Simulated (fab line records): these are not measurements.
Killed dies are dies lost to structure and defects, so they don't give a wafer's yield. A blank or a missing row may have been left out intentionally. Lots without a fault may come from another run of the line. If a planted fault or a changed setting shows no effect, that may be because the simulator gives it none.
fab line records + flow sfq_line
record
- lots=15
- wafers=41
- last_day=94
route steps=325 shown I6@267
lots that met no fault: from a run of the same line without faults
start_h: start of the lot's first displayed wafer, in hours after the record's first day + wait_h: hours from the lot's prior step to this one + " unchanged from the row above + L1.1+2: one row covering several wafers at once + - either no value or no given start + * or withheld: withheld + < > ~ a bound
route shown NAME@n: a module of which the file shows steps, and the number in the route of the first + usual: the fault-free wafers' mean and standard deviation + same: alike in all rows + chamber/n: place in a boat + sites: readings site by site + _std_site: how widely they spread, as a standard deviation + _edge_site: mean of outer sites minus mean of inner sites + radius_mm: how far each site lies from the wafer's centre + mask NAME#n: copy n + behind: the tool/chamber that last shaped the wafer + hold: cause of the lot's hold/its duration in hours/its outcome + device: transistor that didn't switch, given as n, p or np + end of line: at the end of the route, the tests of the same wafers + for a step that has no rows: nothing shown but its recipe + killed: dies that structure and defects cost at the first sort, which is not the same as the wafer's yield + map: shows each die of a wafer: x if killed, . if not, _ if none is there
set.NAME: the setting that was run; set.NAME@STEP: the one run at that earlier step + model.NAME: the simulator's own value behind a step, which no gauge read
one table for each step of the route and one row for each wafer, over a sample of lots
services: a tool's chamber out of use, with start hour (start_h, from the record's first day; less than 0 if before it), hours out, and reason
## steps
# step SFQ_TRILAYER_I6_CMP_CMP_166
# recipe
- material=SiO2
- down_force_psi=3
- platen_rpm=60
- pad_velocity_m_s=0.94248
# usual
- motor_current_A=10.1/0.72
- platen_rpm=60.00/0.043
- time_to_endpoint_s=201/9.4
| lot.wafer | tool   | chamber | start_h | wait_h | motor_current_A | platen_rpm | time_to_endpoint_s |
|-----------|--------|---------|---------|--------|-----------------|------------|--------------------|
| L426.1    | cmp-01 | 1       | 1715.45 | 2.7    | 9.9             | 60.01      | 209                |
| L426.5    | "      | 2       | "       | "      | 10.5            | 59.93      | 222                |
| L426.6    | "      | 3       | "       | "      | 9.3             | 60.01      | 211                |
| L427.1    | cmp-02 | 3       | 1770.64 | 0.0    | 10.2            | 60.00      | 196                |
| L427.2    | "      | 2       | 1772.14 | 1.5    | 9.3             | 60.00      | 193                |
| L427.6    | "      | 0       | 1773.14 | 2.5    | 11.6            | 60.08      | 194                |
| L428.3    | cmp-01 | 1       | 1773.04 | 0.0    | 10.1            | 59.96      | 202                |
| L428.4    | "      | 0       | 1774.54 | 1.5    | 10.2            | 60.04      | 215                |
| L428.6    | "      | 2       | 1775.54 | 2.5    | 10.6            | 60.02      | 208                |
| L429.3    | cmp-02 | 3       | 1780.37 | 0.0    | 10.2            | 59.99      | 191                |
| L429.1    | "      | 1       | 1781.37 | 1.0    | 9.1             | 60.03      | 196                |
| L429.4    | "      | 2       | "       | "      | 9.1             | 59.99      | 214                |
| L430.4    | cmp-02 | 1       | 1783.87 | 2.3    | 9.5             | 60.04      | 200                |
| L430.2    | "      | 3       | 1784.87 | 3.3    | 10.6            | 59.99      | 194                |
| L430.5    | "      | 0       | "       | "      | 10.9            | 59.93      | 188                |
| L431.1    | cmp-02 | 0       | 1786.37 | 2.9    | 10.9            | 60.01      | 205                |
| L431.3    | "      | 2       | 1787.37 | 3.9    | 9.4             | 59.97      | 217                |
| L431.2    | "      | 3       | "       | "      | 10.6            | 60.00      | 204                |
| L433.3    | cmp-01 | 0       | 1792.01 | 5.7    | 11.3            | 60.04      | 214                |
| L433.2    | "      | 2       | 1793.01 | 6.7    | 10.8            | 60.03      | 201                |
| L433.5    | "      | 3       | "       | "      | 9.9             | 60.07      | 215                |
| L437.3    | cmp-02 | 2       | 1853.93 | 0.0    | 9.1             | 60.06      | 171                |
| L437.4    | "      | 0       | 1854.93 | 1.0    | 10.7            | 60.03      | 194                |
| L438.4    | cmp-02 | 1       | 1858.43 | 3.2    | 9.4             | 60.02      | 209                |
| L438.5    | "      | 2       | "       | "      | 8.8             | 59.99      | 168                |
| L439.1    | cmp-02 | 3       | 1859.93 | 3.5    | 10.6            | 59.97      | 203                |
| L439.5    | "      | 0       | 1862.43 | 6.0    | 11.1            | 60.04      | 167                |
| L440.1    | cmp-02 | 1       | 1864.43 | 6.8    | 9.7             | 59.94      | 184                |
| L440.5    | "      | 3       | 1865.43 | 7.8    | 10.4            | 60.02      | 198                |
| L444.2    | cmp-01 | 2       | 1874.82 | 12.4   | 10.7            | 59.96      | 201                |
| L444.1    | "      | 3       | "       | "      | 9.2             | 60.07      | 197                |
| L444.6    | "      | 1       | 1876.32 | 13.9   | 10.1            | 59.98      | 203                |
| L446.3    | cmp-02 | 3       | 1965.07 | 0.0    | 9.9             | 60.00      | 188                |
| L446.2    | "      | 1       | 1966.07 | 1.0    | 9.4             | 60.08      | 192                |
| L446.5    | "      | 3       | 1967.07 | 2.0    | 10.3            | 60.00      | 201                |
| L447.2    | cmp-02 | 0       | 1968.27 | 0.0    | 11.2            | 60.05      | 185                |
| L447.4    | "      | 2       | 1969.27 | 1.0    | 9.4             | 60.01      | 210                |
| L447.6    | "      | 0       | 1970.27 | 2.0    | 11.1            | 60.01      | 196                |
| L448.2    | cmp-02 | 3       | 1972.37 | 0.0    | 9.7             | 60.02      | 200                |
| L448.3    | "      | 0       | "       | "      | 10.9            | 60.02      | 193                |
| L448.1    | "      | 2       | 1973.87 | 1.5    | 9.5             | 60.04      | 205                |
# step SFQ_I6_BOW_MEAS_941
# recipe
- mode=bow
# usual
- I6_BOW=7/11
| lot.wafer | tool          | chamber | start_h | wait_h | I6_BOW[um] |
|-----------|---------------|---------|---------|--------|------------|
| L426.1    | film_metro-02 | -       | 1716.95 | 1.0    | -7         |
| L426.5    | "             | -       | "       | "      | -4         |
| L426.6    | "             | -       | "       | "      | -3         |
| L427.1    | film_metro-02 | -       | 1773.64 | 2.5    | 5          |
| L427.2    | "             | -       | "       | "      | 2          |
| L427.6    | "             | -       | "       | "      | -3         |
| L428.3    | film_metro-01 | -       | 1776.08 | 2.5    | 3          |
| L428.4    | "             | -       | "       | "      | 7          |
| L428.6    | "             | -       | "       | "      | 17         |
| L429.1    | film_metro-02 | -       | 1783.37 | 1.5    | -3         |
| L429.3    | "             | -       | "       | "      | 4          |
| L429.4    | "             | -       | "       | "      | -3         |
| L430.2    | film_metro-04 | -       | 1786.39 | 1.0    | 14         |
| L430.4    | "             | -       | "       | "      | 22         |
| L430.5    | "             | -       | "       | "      | 25         |
| L431.1    | film_metro-01 | -       | 1789.37 | 2.5    | 15         |
| L431.2    | "             | -       | "       | "      | 30         |
| L431.3    | "             | -       | "       | "      | 29         |
| L433.2    | film_metro-04 | -       | 1794.53 | 1.0    | 7          |
| L433.3    | "             | -       | "       | "      | -3         |
| L433.5    | "             | -       | "       | "      | 5          |
| L437.3    | film_metro-01 | -       | 1856.97 | 2.5    | 19         |
| L437.4    | "             | -       | "       | "      | 17         |
| L437.3    | film_metro-01 | -       | 1858.29 | 1.3    | -          |
| L437.4    | "             | -       | "       | "      | -          |
| L438.4    | film_metro-04 | -       | 1859.99 | 1.1    | 7          |
| L438.5    | "             | -       | "       | "      | 1          |
| L438.4    | film_metro-04 | -       | 1861.31 | 1.3    | -          |
| L438.5    | "             | -       | "       | "      | -          |
| L439.1    | film_metro-02 | -       | 1862.93 | 2.5    | 11         |
| L439.5    | "             | -       | "       | "      | -3         |
| L439.1    | film_metro-02 | -       | 1864.25 | 1.3    | -          |
| L439.5    | "             | -       | "       | "      | -          |
| L440.1    | film_metro-04 | -       | 1865.93 | 1.0    | 25         |
| L440.5    | "             | -       | "       | "      | 25         |
| L444.1    | film_metro-01 | -       | 1876.82 | 1.0    | 11         |
| L444.2    | "             | -       | "       | "      | 22         |
| L444.6    | "             | -       | "       | "      | 13         |
| L446.2    | film_metro-01 | -       | 1968.09 | 1.5    | 11         |
| L446.3    | "             | -       | "       | "      | 3          |
| L446.5    | "             | -       | "       | "      | 13         |
| L447.2    | film_metro-01 | -       | 1971.29 | 2.5    | 3          |
| L447.4    | "             | -       | "       | "      | -1         |
| L447.6    | "             | -       | "       | "      | -5         |
| L448.1    | film_metro-04 | -       | 1975.37 | 1.0    | -10        |
| L448.2    | "             | -       | "       | "      | -19        |
| L448.3    | "             | -       | "       | "      | -14        |
# step SFQ_TRILAYER_I6_METRO_MEASURE_167
# usual
- thk_nm=198.3/1.6
| lot.wafer | tool          | chamber | start_h | wait_h | thk_nm |
|-----------|---------------|---------|---------|--------|--------|
| L426.1    | film_metro-02 | -       | 1717.07 | 0.1    | 200.5  |
| L426.5    | "             | -       | "       | "      | 200.6  |
| L426.6    | "             | -       | "       | "      | 200.8  |
| L427.1    | film_metro-02 | -       | 1773.76 | 0.1    | 198.3  |
| L427.2    | "             | -       | "       | "      | 199.0  |
| L427.6    | "             | -       | "       | "      | 195.7  |
| L428.3    | film_metro-01 | -       | 1776.56 | 0.5    | 199.8  |
| L428.4    | "             | -       | "       | "      | 202.3  |
| L428.6    | "             | -       | "       | "      | 200.1  |
| L429.1    | film_metro-02 | -       | 1783.49 | 0.1    | 198.0  |
| L429.3    | "             | -       | "       | "      | 196.8  |
| L429.4    | "             | -       | "       | "      | 198.5  |
| L430.2    | film_metro-04 | -       | 1786.69 | 0.3    | 197.4  |
| L430.4    | "             | -       | "       | "      | 196.9  |
| L430.5    | "             | -       | "       | "      | 197.4  |
| L431.1    | film_metro-01 | -       | 1789.49 | 0.1    | 197.4  |
| L431.2    | "             | -       | "       | "      | 199.0  |
| L431.3    | "             | -       | "       | "      | 200.4  |
| L433.2    | film_metro-04 | -       | 1794.83 | 0.3    | 199.6  |
| L433.3    | "             | -       | "       | "      | 202.0  |
| L433.5    | "             | -       | "       | "      | 200.1  |
| L437.3    | film_metro-02 | -       | 1861.64 | 3.3    | 249.1  |
| L437.4    | "             | -       | "       | "      | 197.6  |
| L437.3    | film_metro-02 | -       | 1863.01 | 1.2    | 249.1  |
| L437.4    | "             | -       | "       | "      | 197.6  |
| L438.4    | film_metro-04 | -       | 1863.51 | 2.2    | 198.4  |
| L438.5    | "             | -       | "       | "      | 247.8  |
| L438.4    | film_metro-04 | -       | 1864.87 | 1.2    | 198.4  |
| L438.5    | "             | -       | "       | "      | 247.6  |
| L440.1    | film_metro-04 | -       | 1866.05 | 0.1    | 198.5  |
| L440.5    | "             | -       | "       | "      | 198.6  |
| L439.1    | film_metro-02 | -       | 1867.93 | 3.7    | 198.4  |
| L439.5    | "             | -       | "       | "      | 246.5  |
| L439.1    | film_metro-02 | -       | 1870.25 | 2.1    | 198.4  |
| L439.5    | "             | -       | "       | "      | 246.5  |
| L444.1    | film_metro-01 | -       | 1876.94 | 0.1    | 198.9  |
| L444.2    | "             | -       | "       | "      | 197.9  |
| L444.6    | "             | -       | "       | "      | 198.8  |
| L446.2    | film_metro-01 | -       | 1968.39 | 0.3    | 198.4  |
| L446.3    | "             | -       | "       | "      | 199.3  |
| L446.5    | "             | -       | "       | "      | 199.4  |
| L447.2    | film_metro-01 | -       | 1971.59 | 0.3    | 197.1  |
| L447.4    | "             | -       | "       | "      | 199.2  |
| L447.6    | "             | -       | "       | "      | 195.6  |
| L448.1    | film_metro-04 | -       | 1975.49 | 0.1    | 197.6  |
| L448.2    | "             | -       | "       | "      | 197.9  |
| L448.3    | "             | -       | "       | "      | 195.3  |
# step SFQ_TRILAYER_I6_VIA_ETCH_VIA_ETCH_172
# recipe
- target=SiO2
- stop_on=Nb
- mask_material=PR
- taper_deg=20
- chemistry=CHF3
- target_depth_nm=260
- source_w=500
- bias_w=80
- pressure_mtorr=30
- time_s=withheld
# usual
- drypump_motor_current_A=5.5/0.45
- oes_product_au=0.851/0.006
| lot.wafer | tool        | chamber | start_h | wait_h | drypump_motor_current_A | oes_product_au |
|-----------|-------------|---------|---------|--------|-------------------------|----------------|
| L426.1    | rie_diel-04 | 1       | 1834.69 | 0.0    | 5.6                     | 0.856          |
| L426.5    | "           | 3       | "       | "      | 6.3                     | 0.850          |
| L426.6    | "           | 0       | "       | "      | 5.0                     | 0.850          |
| L427.1    | rie_diel-01 | 2       | 1835.89 | 0.0    | 4.8                     | 0.855          |
| L427.2    | "           | 1       | "       | "      | 5.2                     | 0.856          |
| L427.6    | "           | 3       | "       | "      | 5.7                     | 0.842          |
| L428.3    | rie_diel-03 | 3       | 1837.18 | 0.0    | 5.0                     | 0.857          |
| L428.4    | "           | 1       | "       | "      | 5.8                     | 0.866          |
| L428.6    | "           | 1       | "       | "      | 5.8                     | 0.853          |
| L429.1    | rie_diel-04 | 0       | 1838.29 | 0.0    | 5.0                     | 0.851          |
| L429.3    | "           | 3       | "       | "      | 6.3                     | 0.847          |
| L429.4    | "           | 2       | "       | "      | 5.5                     | 0.847          |
| L430.2    | rie_diel-01 | 0       | 1839.49 | 0.0    | 5.4                     | 0.849          |
| L430.4    | "           | 2       | "       | "      | 4.8                     | 0.848          |
| L430.5    | "           | 0       | "       | "      | 5.4                     | 0.851          |
| L431.1    | rie_diel-03 | 2       | 1840.69 | 0.0    | 5.7                     | 0.846          |
| L431.2    | "           | 3       | "       | "      | 5.0                     | 0.850          |
| L431.3    | "           | 1       | "       | "      | 5.8                     | 0.861          |
| L433.2    | rie_diel-01 | 0       | 1843.09 | 0.0    | 5.4                     | 0.850          |
| L433.3    | "           | 1       | "       | "      | 5.2                     | 0.859          |
| L433.5    | "           | 2       | "       | "      | 4.8                     | 0.850          |
| L437.3    | rie_diel-01 | 3       | 1959.27 | 0.0    | 5.7                     | 0.976          |
| L437.4    | "           | 2       | "       | "      | 4.8                     | 0.847          |
| L438.4    | rie_diel-03 | 3       | 1961.67 | 0.0    | 5.0                     | 0.844          |
| L438.5    | "           | 3       | "       | "      | 5.1                     | 0.967          |
| L439.1    | rie_diel-04 | 1       | 1965.27 | 0.0    | 5.6                     | 0.850          |
| L439.5    | "           | 3       | "       | "      | 6.3                     | 0.963          |
| L440.1    | rie_diel-01 | 0       | 1968.87 | 0.0    | 5.4                     | 0.861          |
| L440.5    | "           | 2       | "       | "      | 4.9                     | 0.854          |
| L444.1    | rie_diel-01 | 1       | 1988.19 | 0.0    | 5.2                     | 0.853          |
| L444.2    | "           | 0       | "       | "      | 5.4                     | 0.847          |
| L444.6    | "           | 2       | "       | "      | 4.8                     | 0.847          |
| L446.2    | rie_diel-04 | 1       | 2077.12 | 0.0    | 5.6                     | 0.851          |
| L446.3    | "           | 0       | "       | "      | 5.0                     | 0.858          |
| L446.5    | "           | 1       | "       | "      | 5.6                     | 0.857          |
| L447.2    | rie_diel-01 | 1       | 2080.72 | 0.0    | 5.2                     | 0.848          |
| L447.4    | "           | 3       | "       | "      | 5.6                     | 0.846          |
| L447.6    | "           | 0       | "       | "      | 5.4                     | 0.849          |
| L448.1    | rie_diel-03 | 0       | 2085.52 | 0.0    | 6.2                     | 0.850          |
| L448.2    | "           | 3       | "       | "      | 5.0                     | 0.857          |
| L448.3    | "           | 2       | "       | "      | 5.7                     | 0.843          |
## services
| tool          | chamber | start_h | hours | kind   |
|---------------|---------|---------|-------|--------|
| film_metro-02 | -       | 1695.72 | 0.3   | pm     |
| cmp-02        | -       | 1705.59 | 26.2  | pm     |
| rie_diel-01   | -       | 1714.67 | 2.8   | pm     |
| film_metro-04 | -       | 1720.77 | 1.3   | pm     |
| cmp-02        | -       | 1746.31 | 1.7   | repair |
| cmp-02        | -       | 1765.87 | 1.7   | repair |
| film_metro-04 | -       | 1765.92 | 0.2   | pm     |
| rie_diel-01   | 3       | 1783.52 | 7.4   | repair |
| rie_diel-01   | 0       | 1784.70 | 21.5  | repair |
| cmp-02        | -       | 1822.63 | 3.8   | repair |
| rie_diel-01   | 3       | 1822.65 | 11.5  | repair |
| cmp-02        | -       | 1826.47 | 5.6   | pm     |
| film_metro-02 | -       | 1827.86 | 1.0   | pm     |
| rie_diel-01   | 0       | 1831.82 | 5.3   | repair |
| cmp-02        | -       | 1838.27 | 3.0   | repair |
| film_metro-02 | -       | 1896.81 | 0.6   | pm     |
| film_metro-02 | -       | 1905.92 | 0.7   | pm     |
| rie_diel-01   | 2       | 1912.26 | 9.8   | repair |
| film_metro-02 | -       | 1941.66 | 1.2   | pm     |
| cmp-02        | -       | 1941.72 | 4.0   | pm     |
| cmp-02        | -       | 1956.34 | 1.0   | repair |
| rie_diel-01   | 3       | 1977.87 | 11.0  | repair |
| cmp-02        | -       | 2007.94 | 8.8   | pm     |
| film_metro-02 | -       | 2072.04 | 1.4   | pm     |
## key
first_sign
- step=SFQ_TRILAYER_I6_CMP_CMP_166
- reading=time_to_endpoint_s
- direction=down
- sigmas=3.5
- usual=*
- struck=*
effect
- step=SFQ_I6_BOW_MEAS_941
- reading=visit
- direction=added
effect
- step=SFQ_TRILAYER_I6_METRO_MEASURE_167
- reading=visit
- direction=added
effect
- step=SFQ_TRILAYER_I6_METRO_MEASURE_167
- reading=thk_nm
- direction=up
- sigmas=31
- usual=198.3
- struck=247.8
effect
- step=SFQ_TRILAYER_I6_VIA_ETCH_VIA_ETCH_172
- reading=oes_product_au
- direction=up
- sigmas=20
- usual=0.851
- struck=0.968
met_at SFQ_TRILAYER_I6_CMP_CMP_166
struck_lots L437,L438,L439
struck_wafers L437.3,L438.5,L439.5
onset_between 1786.37 1853.93
fault
- kind=process_parameter_drift
- tool=cmp-02
- chamber=-
- onset_h=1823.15
- steps=SFQ_TRILAYER_I6_CMP_CMP_166
- channel=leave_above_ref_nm
- offset=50
- shape=step
- end_h=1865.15
- scope=struck_wafers_only
- acts_in=these_recipes_only
- stated=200
